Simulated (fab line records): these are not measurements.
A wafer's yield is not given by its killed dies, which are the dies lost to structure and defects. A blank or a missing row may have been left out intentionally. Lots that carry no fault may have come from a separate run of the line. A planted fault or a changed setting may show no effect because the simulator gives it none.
fab line records	flow sky130
[record] lots = 6	wafers = 18	last-day = 50
route steps=708 shown FIELD_ISO@6 PAD_OPEN@708
lots that met no fault: from a run of the same line without faults
start-h: hours from the record's opening day to when the first of the lot's shown wafers began	wait-h: time in hours since the lot's previous step	" as in the row above	L1.1+2: several wafers, shown together as one row	- no value present, or no start provided	* or withheld: withheld	< > ~ a bound
route shown NAME@n: NAME is a module with steps in the file, n the number in the route of the first one	usual: mean/standard deviation of fault-free wafers	same: alike in all rows	chamber/n: place in a boat	sites: each site's reading	_std_site: the values' standard deviation	_edge_site: the outer-site mean with the inner-site mean subtracted	radius-mm: how far each site lies from the wafer's centre	mask NAME#n: copy n	behind: the last tool/chamber to shape the wafer	hold: why the lot was held/for how many hours/how that ended	device: names the non-switching transistor (n, p or np)	end of line: tests of these same wafers at the route's end	for a step that has no rows: nothing shown but its recipe	killed: the dies lost at the first sort to structure and to defects; this is not the yield of the wafer	map: a wafer's dies, x killed, . not, _ none there
set.NAME: the setting the step ran with; set.NAME@STEP: the setting that earlier step ran with	model.NAME: the simulator's own value behind a step, which no gauge read
certain route steps with their lots: each step a table, each wafer a row
services: from which hour (start-h, from the record's first day; less than 0 if before it) a tool's chamber was out of use, for how many hours, and why
[[steps]]
[step SKY_FIELD_ISO_DEHYDRATE_05]
[recipe] temp-c = 200	time-s = 60
[step SKY_FIELD_ISO_HMDS_06]
[recipe] prime-time-s = 60	prime-temp-c = 120
[step SKY_FIELD_ISO_COAT_07]
[recipe] resist = BARC	temp-c = withheld	time-s = withheld	spin-rpm = 3000	resist-thk-nm = 60
[step SKY_FIELD_ISO_COAT_08]
[recipe] resist = KrF-thick	spin-rpm = 3000	resist-thk-nm = 450
[step SKY_FIELD_ISO_SOFTBAKE_09]
[recipe] temp-c = 99.25	time-s = 90	resist = KrF-thick
[step SKY_FIELD_ISO_EXPOSE_10]
[recipe] mask-id = FOM	na = 0.68	source-shape = annular	sigma-inner = 0.4	sigma-outer = 0.8	target-cd-nm = 150	dose-mj = 28
[step SKY_FIELD_ISO_PEB_11]
[recipe] peb-temp-c = withheld	peb-time-s = withheld	resist = KrF-thick
[step SKY_FIELD_ISO_DEVELOP_12]
[recipe] develop-time-s = 60	resist = KrF-thick	dev-temp-c = 21
[step SKY_FIELD_ISO_CD_MEAS_13]
[recipe] target-cd-nm = 150
[usual] cd-nm = 149.9/1.7
lot.wafer	tool	chamber	start-h	wait-h	cd-nm
L450.2	cd-sem-02	-	50.80	-	151.6
L450.5	"	-	"	"	152.0
L450.6	"	-	"	"	152.0
L454.1	cd-sem-02	-	71.07	-	152.4
L454.2	"	-	"	"	153.6
L454.4	"	-	"	"	153.0
L457.1	cd-sem-01	-	85.18	-	148.9
L457.5	"	-	"	"	150.1
L457.6	"	-	"	"	149.4
L460.1	cd-sem-02	-	103.52	-	150.9
L460.2	"	-	"	"	151.5
L460.4	"	-	"	"	150.0
L468.1	cd-sem-02	-	142.57	-	151.6
L468.2	"	-	"	"	151.1
L468.6	"	-	"	"	151.2
L469.2	cd-sem-01	-	148.46	-	152.0
L469.4	"	-	"	"	152.0
L469.6	"	-	"	"	152.1
[step SKY_FIELD_ISO_ETCH_14]
[recipe] chemistry = N2/H2	target = BARC	ion-energy-ev = 200	source-w = 500	bias-w = 100	pressure-mtorr = 30	n2-flow-sccm = 100	h2-flow-sccm = 200	stop-on = SiO2	time-s = 45.9	target-depth-a = 600
[usual] bias-w = 100.0/0.32	drypump-motor-current-A = 5.8/0.49	oes-product-au = 0.855/0.0051	run-length-s = 74.2/0.4	throttle-valve-pct = 13.223/0.0093
lot.wafer	tool	chamber	start-h	wait-h	bias-w	drypump-motor-current-A	oes-product-au	rf-hours-counter-h	run-length-s	throttle-valve-pct
L450.2	rie-diel-03	1	50.90	0.1	100.1	5.6	0.863	47	74.9	13.211
L450.5	"	1	"	"	100.4	5.6	0.857	-	74.5	13.232
L450.6	"	2	"	"	100.0	5.5	0.853	-	74.1	13.221
L454.1	rie-diel-04	0	71.19	0.1	100.1	5.0	0.858	79	74.2	13.233
L454.2	"	3	"	"	100.8	6.1	0.860	100	73.4	13.223
L454.4	"	2	"	"	100.0	6.4	0.858	122	74.3	13.219
L457.1	rie-diel-03	1	85.30	0.1	100.1	5.6	0.847	47	75.2	13.217
L457.5	"	2	"	"	99.8	5.5	0.853	-	73.6	13.211
L457.6	"	1	"	"	100.5	5.5	0.854	-	74.7	13.208
L460.1	rie-diel-01	0	103.64	0.1	99.7	5.4	0.844	156	74.6	13.221
L460.2	"	1	"	"	100.1	5.7	0.860	6	74.2	13.232
L460.4	"	2	"	"	100.0	5.8	0.853	1	73.7	13.222
L468.1	rie-diel-01	0	142.69	0.1	100.1	5.4	0.858	156	75.1	13.237
L468.2	"	1	"	"	99.5	5.6	0.868	7	74.2	13.232
L468.6	"	2	"	"	99.5	5.9	0.863	-	74.2	13.213
L469.2	rie-diel-03	3	148.56	0.1	99.6	6.6	0.854	43	74.2	13.229
L469.4	"	0	"	"	100.1	6.6	0.856	153	74.2	13.237
L469.6	"	0	"	"	100.4	6.5	0.853	-	74.7	13.239
[step SKY_FIELD_ISO_ETCH_15]
[recipe] chemistry = CHF3/O2	target-depth-nm = 180	stop-on = Si	source-w = 600	bias-w = 200	pressure-mtorr = 40	chf3-flow-sccm = 50	O2_flow_sccm = 5	time-s = 72
[usual] bias-w = 200.1/0.58	drypump-motor-current-A = 5.8/0.49	oes-product-au = 0.942/0.0063	run-length-s = 100.3/0.39	throttle-valve-pct = 8.843/0.0091
lot.wafer	tool	chamber	start-h	wait-h	bias-w	drypump-motor-current-A	oes-product-au	rf-hours-counter-h	run-length-s	throttle-valve-pct
L450.2	rie-diel-03	1	50.94	0.0	199.7	5.6	0.949	47	100.7	8.855
L450.5	"	1	"	"	199.2	5.6	0.941	-	101.2	8.853
L450.6	"	2	"	"	200.1	5.5	0.949	-	99.7	8.852
L454.1	rie-diel-04	0	71.23	0.0	199.6	5.0	0.942	79	100.1	8.841
L454.2	"	3	"	"	198.9	6.1	0.934	100	99.6	8.832
L454.4	"	2	"	"	199.4	6.4	0.932	122	100.2	8.840
L457.1	rie-diel-03	1	85.34	0.0	199.5	5.6	0.945	47	101.1	8.856
L457.5	"	2	"	"	198.8	5.5	0.945	-	100.0	8.837
L457.6	"	1	"	"	200.7	5.6	0.942	-	100.9	8.831
L460.1	rie-diel-01	0	103.68	0.0	200.3	5.4	0.946	156	100.2	8.833
L460.2	"	1	"	"	200.3	5.6	0.926	6	100.6	8.828
L460.4	"	2	"	"	199.8	5.8	0.941	1	100.2	8.841
L468.1	rie-diel-01	0	142.73	0.0	199.5	5.4	0.941	156	100.2	8.856
L468.2	"	1	"	"	199.5	5.6	0.935	7	100.8	8.828
L468.6	"	2	"	"	200.6	5.9	0.941	-	100.2	8.842
L469.2	rie-diel-03	3	148.60	0.0	199.9	6.6	0.943	43	100.4	8.838
L469.4	"	0	"	"	200.7	6.5	0.946	153	101.1	8.849
L469.6	"	0	"	"	200.5	6.5	0.946	-	100.3	8.852
[step SKY_FIELD_ISO_STRIP_16]
[recipe] chemistry = O2/N2	power-w = 1400	pressure-mtorr = 1500	platen-temp-c = withheld	o2-flow-sccm = 3000	n2-flow-sccm = 300	overash-fraction = 0.5
[usual] drypump-motor-current-A = 5.6/0.32	oes-product-au = 0.378/0.0049	strip-time-to-endpoint-s = 3.57/0.042
lot.wafer	tool	chamber	start-h	wait-h	drypump-motor-current-A	oes-product-au	rf-hours-counter-h	strip-time-to-endpoint-s
L450.2	plasma-asher-03	0	51.00	0.0	5.2	0.379	34	3.59
L450.5	"	1	"	"	5.7	0.383	-	3.57
L450.6	"	0	"	"	5.2	0.379	-	3.58
L454.1	plasma-asher-03	0	71.29	0.0	5.2	0.379	37	3.56
L454.2	"	1	"	"	5.7	0.378	37	3.65
L454.4	"	0	"	"	5.2	0.374	-	3.54
L457.1	plasma-asher-01	0	85.40	0.0	5.7	0.377	41	3.59
L457.5	"	1	"	"	6.1	0.378	-	3.59
L457.6	"	0	"	"	5.7	0.382	-	3.61
L460.1	plasma-asher-04	0	103.74	0.0	5.2	0.375	29	3.51
L460.2	"	1	"	"	5.7	0.372	29	3.57
L460.4	"	0	"	"	5.2	0.380	-	3.57
L468.1	plasma-asher-03	1	142.79	0.0	5.7	0.373	44	3.51
L468.2	"	0	"	"	5.2	0.383	44	3.59
L468.6	"	1	"	"	5.7	0.381	-	3.61
L469.2	plasma-asher-04	0	148.66	0.0	5.2	0.381	32	3.55
L469.4	"	0	"	"	5.2	0.379	-	3.61
L469.6	"	1	"	"	5.7	0.381	-	3.64
[step SKY_FIELD_ISO_ETCH_17]
[recipe] target-depth-a = 3420	mask-material = Si3N4	chemistry = HBr/Cl2/O2	target = Si	taper-deg = 5	icp-w = 600	bias-w = 150	pressure-mtorr = 15	HBr_flow_sccm = 150	Cl2_flow_sccm = 40	O2_flow_sccm = 6	time-s = 97.7
[usual] HBr_flow_sccm = 149.9/0.46	bias-w = 150.0/0.45	drypump-motor-current-A = 5.9/0.55	oes-product-au = 0.999/0.0099	run-length-s = 126.0/0.42	throttle-valve-pct = 25.657/0.011
lot.wafer	tool	chamber	start-h	wait-h	HBr_flow_sccm	bias-w	drypump-motor-current-A	oes-product-au	rf-hours-counter-h	run-length-s	throttle-valve-pct	model.FIELD_ISO.feature-depth-nm	model.etch.depth-nm	model.Si3N4_of_FIELD_ISO_CVD_03.thk-nm
L450.2	rie-si-01	2	51.10	0.1	149.6	150.2	6.2	0.986	145	126.1	25.676	331.8	331.8	151.3
L450.5	"	2	"	"	150.2	150.3	6.1	0.981	-	126.3	25.658	335.2	335.2	148.4
L450.6	"	1	"	"	149.6	149.6	5.7	1.002	-	126.1	25.653	340.8	340.8	148.7
L454.1	rie-si-02	2	71.39	0.1	150.1	-	6.8	0.999	44	83.9	25.652	198.8	198.8	155
L454.2	"	1	"	"	150.8	-	6.3	0.998	130	84.7	25.660	197	197	154.6
L454.4	"	0	"	"	150.3	-	5.9	0.989	59	85.4	25.655	195.2	195.2	153.7
L457.1	rie-si-02	2	85.50	0.1	150.2	-	6.7	1.015	44	84.2	25.667	199.2	199.2	155.2
L457.5	"	3	"	"	149.3	-	4.7	1.001	-	84.3	25.643	200.8	200.8	156.8
L457.6	"	0	"	"	150.2	-	6.0	0.996	-	85.4	25.675	194.7	194.7	155.9
L460.1	rie-si-01	1	103.84	0.1	149.8	149.3	5.7	1.006	137	126.1	25.645	341.6	341.6	148.3
L460.2	"	0	"	"	149.7	150.4	5.7	1.012	146	126.0	25.659	344.5	344.5	146.5
L460.4	"	0	"	"	149.7	150.1	5.7	1.007	-	126.1	25.662	342	342	147.6
L468.1	rie-si-01	1	142.89	0.1	149.5	150.9	5.7	1.007	137	125.9	25.653	345.9	345.9	148.2
L468.2	"	2	"	"	149.7	149.9	6.2	0.987	0	126.0	25.672	336.7	336.7	147.4
L468.6	"	2	"	"	149.4	149.8	6.1	0.997	-	126.1	25.639	339.7	339.7	148.6
L469.2	rie-si-02	3	148.76	0.1	150.7	150.3	4.7	1.010	18	125.6	25.650	351.2	351.2	149.7
L469.4	"	1	"	"	150.4	150.2	6.2	1.000	130	126.0	25.642	342.2	342.2	149.4
L469.6	"	2	"	"	150.0	149.8	6.7	1.015	-	125.2	25.639	349.4	349.4	150.1
[step SKY_FIELD_ISO_WET_ETCH_18]
[recipe] chemistry = H3PO4	target-depth-nm = 25	temp-c = 160	target = Si3N4	time-s = 286
[step SKY_FIELD_ISO_CLEAN_19]
[recipe] chemistry = SC1/SC2	mix = 1:4:20	temp-c = 70	time-s = 150
[step SKY_FIELD_ISO_CLEAN_20]
[recipe] chemistry = dHF	time-s = 20	dilution = 100:1
[step SKY_FIELD_ISO_WET_ETCH_21]
[recipe] chemistry = dHF	dilution = 100:1	target-depth-nm = 20	dry = ipa-marangoni	target = SiO2	temp-c = 25	time-s = 400
[step SKY_FIELD_ISO_OXIDATION_22]
[recipe] temp-c = 950	ambient = O2	stabilise-s = 600	purge-s = 300	target-thk-a = 100	ox-time-s = 623
[step SKY_FIELD_ISO_THK_MEAS_23]
[recipe] reads = SiO2_of_FIELD_ISO_OXIDATION_22
[usual] FIELD_ISO_OXIDATION_01_THK = 10.11/0.19
lot.wafer	tool	chamber	start-h	wait-h	FIELD_ISO_OXIDATION_01_THK[nm]
L450.2	film-metro-03	-	53.24	0.0	9.81
L450.5	"	-	"	"	9.81
L450.6	"	-	"	"	9.78
L454.1	film-metro-03	-	72.93	0.0	10.25
L454.2	"	-	"	"	10.18
L454.4	"	-	"	"	10.23
L457.1	film-metro-02	-	88.25	0.0	10.30
L457.5	"	-	"	"	10.37
L457.6	"	-	"	"	10.10
L460.1	film-metro-01	-	105.35	0.0	10.43
L460.2	"	-	"	"	10.41
L460.4	"	-	"	"	10.33
L468.1	film-metro-03	-	146.13	0.0	9.90
L468.2	"	-	"	"	10.27
L468.6	"	-	"	"	10.11
L469.2	film-metro-02	-	150.62	0.0	9.97
L469.4	"	-	"	"	10.01
L469.6	"	-	"	"	10.01
[step SKY_FIELD_ISO_CVD_24]
[recipe] material = SiO2	target-thk-nm = 595	temp-c = 650	sigma-open-frac = 0.3	time-s = 99.2	sih4-flow-sccm = 60	pressure-mtorr = 6
[step SKY_FIELD_ISO_THK_MEAS_25]
[recipe] reads = SiO2_of_FIELD_ISO_CVD_24
[usual] FIELD_ISO_CVD_24_THK = 594/6
lot.wafer	tool	chamber	start-h	wait-h	FIELD_ISO_CVD_24_THK[nm]
L450.2	film-metro-01	-	53.37	0.0	602
L450.5	"	-	"	"	595
L450.6	"	-	"	"	604
L454.1	film-metro-01	-	73.06	0.0	600
L454.2	"	-	"	"	597
L454.4	"	-	"	"	595
L457.1	film-metro-01	-	88.38	0.0	588
L457.5	"	-	"	"	594
L457.6	"	-	"	"	592
L460.1	film-metro-03	-	105.48	0.0	590
L460.2	"	-	"	"	596
L460.4	"	-	"	"	601
L468.1	film-metro-02	-	146.26	0.0	601
L468.2	"	-	"	"	600
L468.6	"	-	"	"	593
L469.2	film-metro-03	-	150.76	0.0	592
L469.4	"	-	"	"	588
L469.6	"	-	"	"	588
[step SKY_FIELD_ISO_ANNEAL_26]
[recipe] temp-c = 1000	time-s = 1800	ambient = N2
[step SKY_FIELD_ISO_CMP_27]
[recipe] stop-on = Si3N4	t-overpolish-s = 14.79	down-force-psi = 4	platen-rpm = 60	target-thk-nm = 457.8	pad-velocity-m-s = 0.94248
[usual] motor-current-A = 12.8/1.1	overpolish-run-s = 14.790/0.009	slurry-flow-ml-min = 150.0/0.5	time-to-endpoint-s = 107/4.1
lot.wafer	tool	chamber	start-h	wait-h	motor-current-A	overpolish-run-s	slurry-flow-ml-min	time-to-endpoint-s
L450.2	cmp-02	1	55.07	0.1	11.8	14.802	150.3	118
L450.5	"	2	"	"	12.0	14.792	150.9	112
L450.6	"	3	"	"	12.9	14.789	150.1	118
L454.1	cmp-01	2	74.62	0.0	13.2	14.780	150.0	110
L454.4	"	3	"	"	11.7	14.786	149.8	103
L454.2	"	1	"	"	12.6	14.790	150.0	105
L457.1	cmp-02	0	90.59	0.1	13.4	14.803	149.9	106
L457.5	"	3	"	"	12.4	14.798	150.4	106
L457.6	"	0	"	"	13.7	14.780	149.3	105
L460.2	cmp-01	2	108.28	0.0	13.0	14.785	150.6	108
L460.4	"	3	"	"	11.3	14.795	150.1	109
L460.1	"	1	"	"	13.0	14.784	150.0	104
L468.2	cmp-01	3	149.20	0.1	10.8	14.788	149.9	107
L468.1	"	1	"	"	13.0	14.797	150.0	105
L468.6	"	2	"	"	12.6	14.767	150.5	103
L469.2	cmp-01	1	154.92	0.1	12.8	14.793	150.7	102
L469.4	"	3	"	"	11.7	14.802	149.4	104
L469.6	"	1	"	"	12.7	14.782	149.7	103
[step SKY_FIELD_ISO_WET_ETCH_28]
[recipe] chemistry = dHF	target-depth-nm = 23.7	target = SiO2	dilution = 10:1	temp-c = 25	time-s = 47
[usual] bath-heat-duty-pct = 6.3/0.57	run-length-s = 75/3.1
lot.wafer	tool	chamber	start-h	wait-h	bath-heat-duty-pct	run-length-s	model.Si3N4_of_FIELD_ISO_CVD_03.thk-nm
L450.2	wet-bench-04	3	55.22	0.1	8.1	72	120.7
L450.5	"	3	"	"	7.9	72	117.9
L450.6	"	3	"	"	7.3	72	118.1
L454.1	wet-bench-03	2	74.92	0.2	5.9	72	123.7
L454.2	"	2	"	"	6.1	72	123.5
L454.4	"	2	"	"	6.8	72	122.5
L457.1	wet-bench-04	2	90.84	0.2	6.7	72	125.1
L457.5	"	2	"	"	6.1	72	126.7
L457.6	"	2	"	"	6.0	72	125.8
L460.1	wet-bench-02	1	108.58	0.1	6.4	73	117.3
L460.2	"	1	"	"	6.4	73	115.5
L460.4	"	1	"	"	6.4	73	116.6
L468.1	wet-bench-03	2	149.45	0.1	6.0	80	117.2
L468.2	"	2	"	"	6.4	80	116.2
L468.6	"	2	"	"	6.2	80	117.4
L469.2	wet-bench-04	0	155.22	0.2	6.1	73	119.4
L469.4	"	0	"	"	6.0	73	119.1
L469.6	"	0	"	"	5.5	73	119.7
[step SKY_FIELD_ISO_WET_ETCH_29]
[recipe] chemistry = H3PO4	target-depth-nm = 160	target = Si3N4	temp-c = 160	time-s = 1825
[step SKY_PAD_OPEN_PROBE_99]
[usual] killed_at_M0_to_M3 = 43/6.3	killed_at_M4_up = 3.3/1.7	killed-at-contacts = 24/5.4	killed-at-front-end = 16/4.6	killed-at-other = 0.4/0.7	killed-dies = 87/9.4	killed-open = 47/6.9	killed-short = 39/6.1
[same] gross-dies = 492	killed-at-back-side = 0
lot.wafer	tool	chamber	start-h	wait-h	killed_at_M0_to_M3	killed_at_M4_up	killed-at-contacts	killed-at-front-end	killed-at-other	killed-dies	killed-open	killed-short	model.etest.res_p_drift_20v.line-ohm-um	model.etest.res_p_drift_20v.rs-ohm-sq	model.etest.pfet_16v.r-on-ohm-um	model.etest.res-iso-pwell.rs-ohm-sq	model.etest.nfet_16v.r-on-ohm-um	model.etest.res-iso-pwell.line-ohm-um	model.etest.res-nwell.line-ohm-um	model.etest.res-nwell.rs-ohm-sq
L450.2	prober-01	-	1102.84	0.1	44	2	28	21	0	95	63	32	1.001e+04	8551	1.495e+04	3053	1.448e+04	1166	1071	899.8
L450.5	prober-01	-	1102.99	0.2	37	2	31	18	0	88	45	43	1.016e+04	8541	1.489e+04	3030	1.432e+04	1157	1062	900.2
L450.6	prober-01	-	1103.04	0.2	42	4	27	20	2	95	49	46	1.06e+04	8723	1.502e+04	3180	1.45e+04	1220	1092	915.4
L454.1	prober-02	-	1123.95	0.1	49	5	20	15	0	89	43	45	7660	6294	1.21e+04	1788	1.36e+04	675.6	845.6	699.3
L454.2	prober-02	-	1124.00	0.1	42	6	21	18	0	87	47	38	7536	6249	1.204e+04	1793	1.355e+04	664.3	849.3	693.8
L454.4	prober-02	-	1124.10	0.2	39	3	25	20	1	88	59	29	7531	6223	1.204e+04	1787	1.353e+04	661.7	849.6	696.2
L457.1	prober-01	-	1138.04	0.1	49	1	29	17	0	96	46	50	7804	6381	1.203e+04	1818	1.394e+04	684.1	857.7	700.8
L457.5	prober-01	-	1138.24	0.2	40	3	34	14	1	92	51	40	7716	6430	1.201e+04	1831	1.387e+04	680	863.6	706.9
L457.6	prober-01	-	1138.29	0.2	48	3	25	22	1	99	53	45	7681	6347	1.194e+04	1808	1.401e+04	670	864.3	697.2
L460.1	prober-01	-	1156.97	0.1	35	3	36	12	1	87	51	34	1.12e+04	9338	1.511e+04	2860	1.421e+04	1088	1133	947.6
L460.2	prober-01	-	1157.02	0.1	43	2	27	17	0	89	51	37	1.144e+04	9465	1.505e+04	2889	1.404e+04	1097	1144	952.5
L460.4	prober-01	-	1157.12	0.2	48	2	35	19	0	104	58	45	1.119e+04	9254	1.504e+04	2828	1.398e+04	1061	1135	940.1
L468.1	prober-01	-	1192.68	0.1	45	5	25	25	0	100	60	40	1.171e+04	9782	1.51e+04	2850	1.465e+04	1065	1095	912.5
L468.2	prober-01	-	1192.73	0.1	43	2	24	14	0	83	37	46	1.092e+04	9241	1.474e+04	2679	1.456e+04	1008	1067	884.9
L468.6	prober-01	-	1192.93	0.2	43	2	18	14	0	77	41	36	1.113e+04	9424	1.485e+04	2742	1.443e+04	1020	1080	887.3
L469.2	prober-01	-	1204.03	0.1	49	2	18	6	0	75	43	32	1.279e+04	1.075e+04	1.56e+04	3260	1.404e+04	1243	1191	996.6
L469.4	prober-01	-	1204.13	0.2	31	2	27	24	0	84	38	46	1.183e+04	9972	1.536e+04	3020	1.418e+04	1132	1148	964.8
L469.6	prober-01	-	1204.23	0.2	37	5	27	13	0	82	42	39	1.251e+04	1.044e+04	1.55e+04	3184	1.406e+04	1189	1181	985.8
// killed by level:class
L450.2 VIA1:geometric-particle:open=15 LI_CONTACT:geometric-particle:open=13 FIELD_ISO:geometric-particle:open=10 VIA1:geometric-particle:short=6 CONTACT:geometric-particle:open=6 VIA2:geometric-particle:open=6 FIELD_ISO:geometric-particle:short=5 VIA3:geometric-particle:open=5
L450.5 CONTACT:geometric-particle:open=14 METAL1:geometric-particle:short=9 LI_CONTACT:geometric-particle:open=6 LOCAL_INTERCONNECT:geometric-particle:short=5 SPACER:geometric-particle:open=4 METAL3:geometric-particle:short=4 VIA1:geometric-particle:open=4 METAL3:geometric-particle:open=4
L450.6 VIA1:geometric-particle:open=10 CONTACT:geometric-particle:open=9 CONTACT:geometric-particle:short=8 VIA2:geometric-particle:open=6 FIELD_ISO:geometric-particle:short=5 POLY_GATE:geometric-particle:open=5 POLY_GATE:geometric-particle:short=5 VIA3:geometric-particle:open=5
L454.1 VIA1:geometric-particle:open=12 METAL1:geometric-particle:short=8 CONTACT:geometric-particle:open=7 VIA3:geometric-particle:open=7 VIA1:geometric-particle:short=6 LI_CONTACT:geometric-particle:open=5 METAL2:geometric-particle:short=5 FIELD_ISO:geometric-particle:open=4
L454.2 VIA2:geometric-particle:open=11 CONTACT:geometric-particle:open=9 VIA1:geometric-particle:short=7 VIA1:geometric-particle:open=7 FIELD_ISO:geometric-particle:open=6 METAL1:geometric-particle:short=6 FIELD_ISO:geometric-particle:short=5 LI_CONTACT:geometric-particle:open=5
L454.4 LI_CONTACT:geometric-particle:open=10 CONTACT:geometric-particle:open=9 VIA3:geometric-particle:open=9 VIA1:geometric-particle:open=9 VIA2:geometric-particle:open=8 FIELD_ISO:geometric-particle:open=6 FIELD_ISO:geometric-particle:short=5 CONTACT:geometric-particle:short=4
L457.1 CONTACT:geometric-particle:open=10 CONTACT:geometric-particle:short=9 METAL1:geometric-particle:short=8 VIA1:geometric-particle:open=8 LI_CONTACT:geometric-particle:open=7 METAL2:geometric-particle:short=7 VIA2:geometric-particle:open=7 VIA1:geometric-particle:short=6
L457.5 CONTACT:geometric-particle:open=15 VIA3:geometric-particle:open=9 LI_CONTACT:geometric-particle:open=7 VIA1:geometric-particle:open=6 METAL1:geometric-particle:short=6 CONTACT:geometric-particle:short=5 VIA1:geometric-particle:short=5 FIELD_ISO:geometric-particle:short=4
L457.6 VIA1:geometric-particle:open=10 CONTACT:geometric-particle:open=9 VIA3:geometric-particle:open=9 METAL1:geometric-particle:short=8 LI_CONTACT:geometric-particle:open=8 POLY_GATE:geometric-particle:open=6 FIELD_ISO:geometric-particle:short=5 POLY_GATE:geometric-particle:short=5
L460.1 CONTACT:geometric-particle:open=13 LI_CONTACT:geometric-particle:open=8 VIA2:geometric-particle:open=8 CONTACT:geometric-particle:short=7 METAL1:geometric-particle:short=6 LOCAL_INTERCONNECT:geometric-particle:short=5 VIA1:geometric-particle:open=5 VIA3:geometric-particle:open=4
L460.2 CONTACT:geometric-particle:open=13 LI_CONTACT:geometric-particle:open=7 VIA3:geometric-particle:open=7 VIA1:geometric-particle:open=7 METAL1:geometric-particle:short=5 FIELD_ISO:geometric-particle:short=4 POLY_GATE:geometric-particle:short=4 LOCAL_INTERCONNECT:geometric-particle:short=4
L460.4 CONTACT:geometric-particle:open=17 METAL2:geometric-particle:short=11 VIA1:geometric-particle:open=10 LI_CONTACT:geometric-particle:open=8 METAL1:geometric-particle:short=8 VIA3:geometric-particle:open=7 FIELD_ISO:geometric-particle:open=5 VIA2:geometric-particle:short=5
L468.1 POLY_GATE:geometric-particle:open=10 CONTACT:geometric-particle:open=10 VIA1:geometric-particle:open=10 LI_CONTACT:geometric-particle:open=8 POLY_GATE:geometric-particle:short=8 VIA2:geometric-particle:open=8 VIA1:geometric-particle:short=7 VIA3:geometric-particle:open=7
L468.2 CONTACT:geometric-particle:open=9 METAL1:geometric-particle:short=8 VIA1:geometric-particle:open=8 LOCAL_INTERCONNECT:geometric-particle:short=7 METAL2:geometric-particle:short=7 VIA3:geometric-particle:short=6 VIA2:geometric-particle:open=5 FIELD_ISO:geometric-particle:open=3
L468.6 CONTACT:geometric-particle:open=8 VIA1:geometric-particle:open=8 POLY_GATE:geometric-particle:open=6 METAL2:geometric-particle:short=6 VIA2:geometric-particle:open=5 VIA1:geometric-particle:short=4 VIA2:geometric-particle:short=4 METAL3:geometric-particle:short=4
L469.2 VIA1:geometric-particle:open=10 CONTACT:geometric-particle:open=8 VIA3:geometric-particle:open=8 METAL1:geometric-particle:short=8 METAL2:geometric-particle:short=7 METAL2:geometric-particle:open=5 VIA2:geometric-particle:open=5 LI_CONTACT:geometric-particle:open=4
L469.4 VIA3:geometric-particle:open=9 FIELD_ISO:geometric-particle:open=8 LI_CONTACT:geometric-particle:open=7 FIELD_ISO:geometric-particle:short=6 LOCAL_INTERCONNECT:geometric-particle:short=6 CONTACT:geometric-particle:short=6 POLY_GATE:geometric-particle:short=5 CONTACT:geometric-particle:open=5
L469.6 LI_CONTACT:geometric-particle:open=11 VIA3:geometric-particle:open=9 CONTACT:geometric-particle:open=7 CONTACT:geometric-particle:short=5 METAL1:geometric-particle:short=5 METAL2:geometric-particle:short=5 VIA2:geometric-particle:open=5 POLY_GATE:geometric-particle:short=4
[[services]]
tool	chamber	start-h	hours	kind
rie-diel-04	3	31.06	16.6	repair
cmp-01	-	33.67	2.8	repair
wet-bench-03	-	36.38	8.9	repair
plasma-asher-04	-	41.82	15.6	pm
cmp-02	-	42.16	1.1	repair
rie-diel-01	2	44.58	-	clean
rie-diel-01	2	44.58	19.1	scheduled-down
rie-diel-01	2	44.58	19.1	vent-cycle
rie-diel-01	1	57.62	9.4	repair
cmp-02	-	64.00	4.0	pm
rie-diel-03	1	72.45	7.9	repair
cmp-02	-	73.29	5.7	pm
rie-diel-04	2	83.82	2.7	repair
rie-si-01	2	100.23	-	clean
rie-si-01	2	100.23	15.8	scheduled-down
plasma-asher-01	-	108.75	9.0	pm
plasma-asher-04	-	111.77	4.8	repair
rie-diel-03	0	116.74	3.6	repair
rie-si-02	-	142.21	2.8	pm
cmp-01	-	143.97	0.6	repair
rie-diel-01	0	150.60	-	clean
rie-diel-01	0	150.60	20.9	scheduled-down
rie-diel-01	0	150.60	20.9	vent-cycle
cmp-02	-	154.16	1.8	repair
[[key]]
[first-sign] step = SKY_FIELD_ISO_ETCH_17	reading = run-length-s	direction = down	sigmas = 99	usual = *	struck = *
effect none on later readings
[model-effect] step = SKY_FIELD_ISO_ETCH_17	value = FIELD_ISO.feature-depth-nm	without = 342.2	struck = 197.6
[model-effect] step = SKY_FIELD_ISO_WET_ETCH_28	value = Si3N4_of_FIELD_ISO_CVD_03.thk-nm	without = 118.2	struck = 124.5
[model-effect] step = SKY_PAD_OPEN_PROBE_99	value = etest.res_p_drift_20v.line-ohm-um	without = 1.136e+04	struck = 7655
met-at SKY_FIELD_ISO_ETCH_17
struck-wafers L454.1,L454.2,L454.4,L457.1,L457.5,L457.6
tester-left-out L454,L457
[fault] kind = process-parameter-drift	tool = rie-si-02	chamber = -	onset-h = 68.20	steps = SKY_FIELD_ISO_ETCH_17	channel = time-s	offset = *	shape = step	end-h = 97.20	acts-in = *	stated = *
// tester-left-out: of these lots the tester's yield and bins aren't shown, on N5 and GAA mostly nor the transistor test; their killed dies are dies lost to structure and defects alone, not to doping, threshold or leakage, so they don't give the yield
